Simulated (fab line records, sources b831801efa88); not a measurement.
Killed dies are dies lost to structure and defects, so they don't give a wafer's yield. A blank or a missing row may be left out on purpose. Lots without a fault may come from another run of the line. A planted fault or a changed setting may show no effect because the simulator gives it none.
Which tool did it? | flow sky130 | 14 lots, 42 wafers sampled, at 2 steps of a route of 708

WHAT THE GAUGES READ, wafer by wafer
The record holds no reading of a measuring or inspecting step that can be judged against a usual standard deviation.

WHICH TOOL RAN EACH LOT (tool, then ch and the chambers of the sampled wafers, then the start)
lot  | SKY_VIA4_CMP_02               | SKY_PAD_OPEN_PROBE_99
L729 | cmp-01 ch 1,2,3, day 42 02:32 | -
L730 | cmp-01 ch 1,2, day 42 15:40   | -
L731 | cmp-02 ch 1,2,3, day 42 16:23 | -
L732 | cmp-02 ch 0,1,2, day 42 19:35 | -
L733 | cmp-02 ch 0,1, day 43 01:12   | -
L734 | cmp-01 ch 2,3, day 43 05:26   | prober-01, day 47 00:29
L735 | cmp-02 ch 1,2,3, day 43 20:53 | -
L736 | cmp-02 ch 0,2,3, day 43 23:01 | prober-01, day 47 17:49
L737 | cmp-02 ch 1,2,3, day 44 03:22 | prober-02, day 47 20:52
L738 | cmp-02 ch 0,1,3, day 44 13:04 | prober-01, day 48 03:30
L740 | cmp-02 ch 0,1, day 45 04:13   | prober-01, day 48 17:48
L741 | cmp-02 ch 0,1,2, day 45 08:50 | prober-02, day 48 21:25
L742 | cmp-02 ch 0,3, day 45 12:36   | prober-01, day 48 23:56
L743 | cmp-02 ch 0,1,2, day 45 16:28 | prober-02, day 49 03:12
- SKY_VIA4_CMP_02: polishes SiO2.
- SKY_PAD_OPEN_PROBE_99

WHAT THE TOOLS THEMSELVES READ (means of the sampled wafers that have a number; where no wafer has one, the mark that the record gives instead)
SKY_VIA4_CMP_02. Usual: motor_current_A 11.8 A, standard deviation 0.45; platen_rpm 60.01 rpm, standard deviation 0.046; slurry_filter_dp_kPa 13.51 kPa, standard deviation 0.15.
lot  | tool   | motor_current_A (A) | platen_rpm (rpm) | slurry_filter_dp_kPa (kPa) | flag
L729 | cmp-01 | 12.2                | 59.99            | 13.46                      |
L730 | cmp-01 | 11.8                | 60.01            | 13.67                      |
L731 | cmp-02 | 12.0                | 59.98            | 13.40                      |
L732 | cmp-02 | 11.5                | 60.04            | 13.57                      |
L733 | cmp-02 | 11.3                | 59.97            | 13.56                      |
L734 | cmp-01 | 12.2                | 59.96            | 13.51                      |
L735 | cmp-02 | 11.5                | 60.02            | 13.48                      |
L736 | cmp-02 | 12.0                | 59.98            | 13.48                      |
L737 | cmp-02 | 11.9                | 60.01            | 13.53                      |
L738 | cmp-02 | 11.8                | 60.02            | 13.58                      |
L740 | cmp-02 | 11.7                | 59.98            | 13.59                      |
L741 | cmp-02 | 11.8                | 60.05            | 13.33                      |
L742 | cmp-02 | 11.5                | 59.98            | 13.38                      |
L743 | cmp-02 | 11.6                | 60.01            | 13.53                      |

SKY_PAD_OPEN_PROBE_99. Usual: defect_limited_yield 82.6 %, standard deviation 1.8; killed_at_M0_to_M3 43, standard deviation 6.6; killed_at_M4_up 3.4, standard deviation 1.8; killed_at_contacts 24, standard deviation 4.9; killed_at_front_end 15, standard deviation 4.1; killed_at_other 0.3, standard deviation 0.55; killed_dies 85, standard deviation 8.8; killed_on_rim 17, standard deviation 3.7; killed_open 46, standard deviation 6.1; killed_short 39, standard deviation 5.7; sort_bin_3_pad_short 0.9 %, standard deviation 0.41; sort_bin_5_function 10.1 %, standard deviation 1.5; sort_bin_6_memory 6.4 %, standard deviation 1; sort_n_pass 407, standard deviation 8.8; sort_yield_pct 82.6 %, standard deviation 1.8.
lot  | tool      | defect_limited_yield (%) | killed_at_M0_to_M3 | killed_at_M4_up | killed_at_contacts | killed_at_front_end | killed_at_other | killed_dies | killed_on_rim | killed_open | killed_short | sort_bin_3_pad_short (%) | sort_bin_5_function (%) | sort_bin_6_memory (%) | sort_n_pass | sort_yield_pct (%) | flag
L734 | prober-01 | 83.2                     | 42                 | 1.3             | 23                 | 15                  | 0.7             | 82          | 19            | 48          | 34           | 1.1                      | 9.7                     | 5.9                   | 410         | 83.2               |
L736 | prober-01 | 81.9                     | 41                 | 3.3             | 29                 | 14                  | 1.3             | 89          | 18            | 46          | 41           | 0.9                      | 10.6                    | 6.6                   | 403         | 81.9               |
L737 | prober-02 | 83.2                     | 45                 | 3.0             | 23                 | 11                  | 0.3             | 83          | 18            | 45          | 38           | 0.7                      | 10.0                    | 6.0                   | 409         | 83.2               |
L738 | prober-01 | 81.6                     | 43                 | 4.0             | 27                 | 17                  | 0.0             | 90          | 16            | 48          | 43           | 0.7                      | 10.7                    | 7.0                   | 402         | 81.6               |
L740 | prober-01 | 81.6                     | 39                 | 5.0             | 36                 | 10                  | 0.0             | 90          | 19            | 47          | 43           | 1.1                      | 11.1                    | 6.2                   | 402         | 81.6               |
L741 | prober-02 | 83.1                     | 43                 | 4.3             | 21                 | 15                  | 0.0             | 83          | 15            | 45          | 38           | 0.5                      | 10.0                    | 6.4                   | 409         | 83.1               |
L742 | prober-01 | 61.2                     | 37                 | 117.3           | 21                 | 15                  | 0.3             | 191         | 36            | 41          | 34           | 2.4                      | 23.5                    | 12.9                  | 301         | 61.2               | OFF
L743 | prober-02 | 59.0                     | 42                 | 123.0           | 21                 | 16                  | 0.0             | 202         | 40            | 44          | 38           | 1.6                      | 26.6                    | 12.7                  | 290         | 59.0               | OFF

THE ANSWER, worked out from the rows above alone
Rule: a lot is off if the mean of its wafers that have a number lies more than 3 standard deviations from the usual mean. A lot without any number at a reading at which 4 lots or more have one is off too. The other lots that the step has rows for count as sound. The gauges are gone through in route order, then the tools' own readings, and for those a lot's mean is taken as printed above. The first step at which some lot is off is used, and at that step the reading that is off furthest; a lot without a number counts as furthest.
Off: L742, L743, at SKY_PAD_OPEN_PROBE_99 (killed_at_M4_up). Neither off nor sound, because the step has no rows for them: L729, L730, L731, L732, L733, L735.
A tool fits if, at that step or a process step before it, it ran every lot that is off, and no sound lot after the first of them. One fits: cmp-02 at SKY_VIA4_CMP_02. Its last sound lot is L741 (day 45 08:50), its first lot that is off L742 (day 45 12:36): a fault that began between those two fits.

WHAT THE SIMULATOR HAD PUT IN
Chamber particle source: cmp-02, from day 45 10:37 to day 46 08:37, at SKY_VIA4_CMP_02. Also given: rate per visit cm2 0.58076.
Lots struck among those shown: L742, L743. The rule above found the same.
